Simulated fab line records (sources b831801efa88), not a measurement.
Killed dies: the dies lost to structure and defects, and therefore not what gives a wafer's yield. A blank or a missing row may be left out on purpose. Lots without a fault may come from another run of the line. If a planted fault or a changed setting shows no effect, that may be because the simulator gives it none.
What tool caused it?    flow gf180mcu    33 wafers from 11 lots sampled at 7 of the route's 602 steps

== WHAT THE GAUGES READ, wafer by wafer ==
GF_HV_LDD_OVL_MEAS_47.
lot   measured      on          HV_LDD_03_OVL (nm)
L835  day 13 23:11  overlay-02  0.9 0.2 -0.8
L837  day 14 19:52  overlay-02  -1.4 -0.7 -1.3
L839  day 15 12:46  overlay-01  -0.9 -1.6 -1.7
L840  day 15 17:31  overlay-01  -0.2 -1.2 -1.7
L841  day 15 23:59  overlay-01  -0.2 1.5 1.3
L842  day 16 09:35  overlay-01  -2.6 -3.3 -2.0
L843  day 16 17:59  overlay-02  -3.2 -1.7 -1.7
L844  day 17 00:02  overlay-01  -3.2 -2.8 -0.4
L845  day 17 12:48  overlay-02  -0.5 -0.9 -0.2
L846  day 17 19:06  overlay-02  -3.6 -1.6 -1.5
L851  day 19 09:11  overlay-02  -1.5 -2.3 -1.2

GF_PSD_OVL_MEAS_08.
lot   measured      on          PSD_OVL (nm)
L835  day 15 21:23  overlay-01  0.8 -0.4 0.5
L837  day 16 21:10  overlay-01  0.7 0.0 0.2
L839  day 17 12:37  overlay-02  2.4 2.3 3.2
L840  day 17 18:32  overlay-02  -1.5 -0.9 1.1
L841  day 18 01:23  overlay-02  1.2 0.3 1.6
L842  day 18 10:23  overlay-02  -0.2 -3.0 -1.4
L843  day 18 19:37  overlay-02  -1.9 -2.0 -2.0
L844  day 19 01:39  overlay-01  -0.1 0.7 0.2
L845  day 19 15:59  overlay-02  0.2 -1.0 -0.7
L846  day 19 22:15  overlay-02  0.2 -0.4 0.6
L851  day 21 13:38  overlay-01  1.7 2.1 1.5

GF_PSD_TW_MEAS_11.
lot   measured      on            PSD_TW
L835  day 15 21:41  filmMetro-04  3197 3203 3185
L837  day 16 21:27  filmMetro-04  3214 3203 3219
L839  day 17 12:55  filmMetro-01  3144 3133 3146
L840  day 17 18:50  filmMetro-02  3188 3188 3186
L841  day 18 01:40  filmMetro-01  3145 3145 3137
L842  day 18 10:40  filmMetro-02  2717 2705 2697
L843  day 18 19:54  filmMetro-04  3203 3219 3218
L844  day 19 01:56  filmMetro-02  3200 3186 3172
L845  day 19 16:16  filmMetro-01  2739 2731 2730
L846  day 19 22:32  filmMetro-01  3169 3176 3165
L851  day 21 13:55  filmMetro-04  3222 3205 3226

GF_PSD_RS_MEAS_14: measurement is done with a four-point probe.
lot   measured      on            NSD_RS (ohm/sq)
L835  day 15 21:54  filmMetro-01  46.34 46.34 46.27
L837  day 16 21:38  filmMetro-02  46.00 46.19 46.00
L839  day 17 13:07  filmMetro-04  46.27 46.25 46.30
L840  day 17 19:01  filmMetro-01  46.15 46.14 46.17
L841  day 18 01:52  filmMetro-01  46.19 46.17 46.33
L842  day 18 10:52  filmMetro-01  46.22 46.21 46.23
L843  day 18 20:05  filmMetro-02  46.04 46.08 45.99
L844  day 19 02:19  filmMetro-02  46.06 45.98 46.05
L845  day 19 16:29  filmMetro-04  46.15 46.19 46.05
L846  day 19 22:44  filmMetro-04  46.03 46.18 46.10
L851  day 21 14:07  filmMetro-02  46.22 46.14 46.19

GF_PSD_RS_MEAS_15: measurement is done with a four-point probe.
lot   measured      on            PSD_RS (ohm/sq)
L835  day 15 22:01  filmMetro-01  108.76 108.98 108.90
L837  day 16 21:46  filmMetro-02  108.54 108.34 108.43
L839  day 17 13:14  filmMetro-04  108.92 108.74 108.72
L840  day 17 19:08  filmMetro-01  108.97 108.96 108.81
L841  day 18 01:59  filmMetro-01  108.52 108.81 108.46
L842  day 18 10:59  filmMetro-01  161.11 161.25 161.55
L843  day 18 20:13  filmMetro-02  108.46 108.43 108.38
L844  day 19 02:26  filmMetro-02  108.38 108.05 108.64
L845  day 19 16:36  filmMetro-04  159.33 160.08 160.08
L846  day 19 22:51  filmMetro-04  107.97 108.35 108.28
L851  day 21 14:14  filmMetro-02  108.86 108.69 108.47

== EACH LOT AND THE TOOL THAT RAN IT (in order: tool; ch and the chambers of the sampled wafers; start) ==
lot   GF_PSD_IMPLANT_09                GF_PSD_STRIP_10
L835  implanter-01 ch 0, day 15 21:28  plasmaAsher-04 ch 0,1, day 15 21:36
L837  implanter-02 ch 0, day 16 21:12  plasmaAsher-04 ch 0,1, day 16 21:21
L839  implanter-01 ch 0, day 17 12:41  plasmaAsher-04 ch 0,1, day 17 12:49
L840  implanter-01 ch 0, day 17 18:35  plasmaAsher-02 ch 0,1, day 17 18:44
L841  implanter-04 ch 0, day 18 01:25  plasmaAsher-02 ch 0,1, day 18 01:34
L842  implanter-01 ch 0, day 18 10:25  plasmaAsher-03 ch 0,1, day 18 10:34
L843  implanter-02 ch 0, day 18 19:39  plasmaAsher-04 ch 0,1, day 18 19:48
L844  implanter-04 ch 0, day 19 01:41  plasmaAsher-04 ch 0, day 19 01:50
L845  implanter-01 ch 0, day 19 16:02  plasmaAsher-02 ch 0,1, day 19 16:10
L846  implanter-02 ch 0, day 19 22:17  plasmaAsher-02 ch 0,1, day 19 22:26
L851  implanter-04 ch 0, day 21 13:40  plasmaAsher-03 ch 0,1, day 21 13:49
- GF_PSD_IMPLANT_09
- GF_PSD_STRIP_10: strips in O2/N2.

== WHAT THE TOOLS THEMSELVES READ (means of the sampled wafers that have a number; where no wafer has one, the mark that the record gives instead) ==
GF_PSD_IMPLANT_09.
lot   tool          doseIonsCm2  endStationPressureTorr (Torr)  faradayCurrentUA
L835  implanter-01  1.4999e+15   1.18e-05                       8002
L837  implanter-02  1.4968e+15   1.20e-05                       8400
L839  implanter-01  1.4985e+15   1.15e-05                       8374
L840  implanter-01  1.4994e+15   1.22e-05                       8201
L841  implanter-04  1.5001e+15   1.15e-05                       8194
L842  implanter-01  7.7810e+14   8.17e-06                       4335
L843  implanter-02  1.5014e+15   1.20e-05                       8405
L844  implanter-04  1.5007e+15   1.17e-05                       8176
L845  implanter-01  7.7933e+14   8.57e-06                       4306
L846  implanter-02  1.5008e+15   1.16e-05                       8207
L851  implanter-04  1.5013e+15   1.13e-05                       8182

GF_PSD_STRIP_10.
lot   tool            drypumpMotorCurrentA (A)  heaterPowerW (W)  oesProductAu (a.u.)  platenTempC (C)  stripTimeToEndpointS (s)
L835  plasmaAsher-04  5.3                       341               0.589                249.93           16.49
L837  plasmaAsher-04  5.5                       333               0.589                249.98           16.51
L839  plasmaAsher-04  5.3                       341               0.589                250.06           16.54
L840  plasmaAsher-02  6.2                       345               0.584                249.86           16.46
L841  plasmaAsher-02  6.2                       342               0.592                249.97           16.58
L842  plasmaAsher-03  5.5                       397               0.637                250.02           14.50
L843  plasmaAsher-04  5.3                       339               0.592                249.85           16.59
L844  plasmaAsher-04  5.7                       330               0.594                249.97           16.48
L845  plasmaAsher-02  6.2                       340               0.640                250.00           14.54
L846  plasmaAsher-02  6.3                       342               0.591                250.24           16.47
L851  plasmaAsher-03  5.5                       403               0.596                249.98           16.53

== THE ANSWER, worked out from the rows above alone ==
Rule: the lots themselves supply what counts as usual. The widest of any qualifying gaps counts: lots, ordered by their means at a reading, are off when they make up no more than a third of the lots, leave a main group of 4 or more, and stand apart from it by 3 or more times the standard deviation of that group's means. A main group is skipped when, at the precision printed for the reading in the tables above, its means are all equal. Also off: a lot with no number at a reading for which 4 or more lots have one. Where the step has rows for the other lots, those lots are counted as sound. The gauges are gone through in route order, then the tools' own readings, and for those a lot's mean is taken as printed above. The first step at which some lot is off is used, and at that step the reading that is off furthest; a lot without a number counts as furthest.
Off: L842, L845, at GF_PSD_TW_MEAS_11 (PSD_TW). For the main group the mean is 3185 and the standard deviation 27.
If a tool, at a process step before that reading, ran all the lots that are off and no sound lot after the first of them, it fits. Not tried: the gauges at GF_PSD_TW_MEAS_11; whatever is off there is also off at GF_PSD_IMPLANT_09, on other tools, and gauge error can't account for it. One candidate fits, namely implanter-01 at GF_PSD_IMPLANT_09. Its last sound lot is L840 (day 17 18:35), its first lot that is off L842 (day 18 10:25): a fault that began between those two fits.
The tool's own readings at GF_PSD_IMPLANT_09 bear it out: on the lots that are off they differ by more than 5 times the standard deviation of the sound lots' means. doseIonsCm2 reads 7.7872e+14 there against 1.4999e+15 on the sound lots; endStationPressureTorr reads 8.37e-06 Torr there against 1.17e-05 Torr on the sound lots; faradayCurrentUA reads 4320 there against 8238 on the sound lots.

== WHAT THE SIMULATOR HAD INSERTED ==
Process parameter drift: implanter-01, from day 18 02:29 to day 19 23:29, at GF_PSD_IMPLANT_09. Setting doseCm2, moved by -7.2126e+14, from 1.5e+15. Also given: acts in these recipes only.
Struck lots among those shown: L842, L845. The rule above reached the same finding.
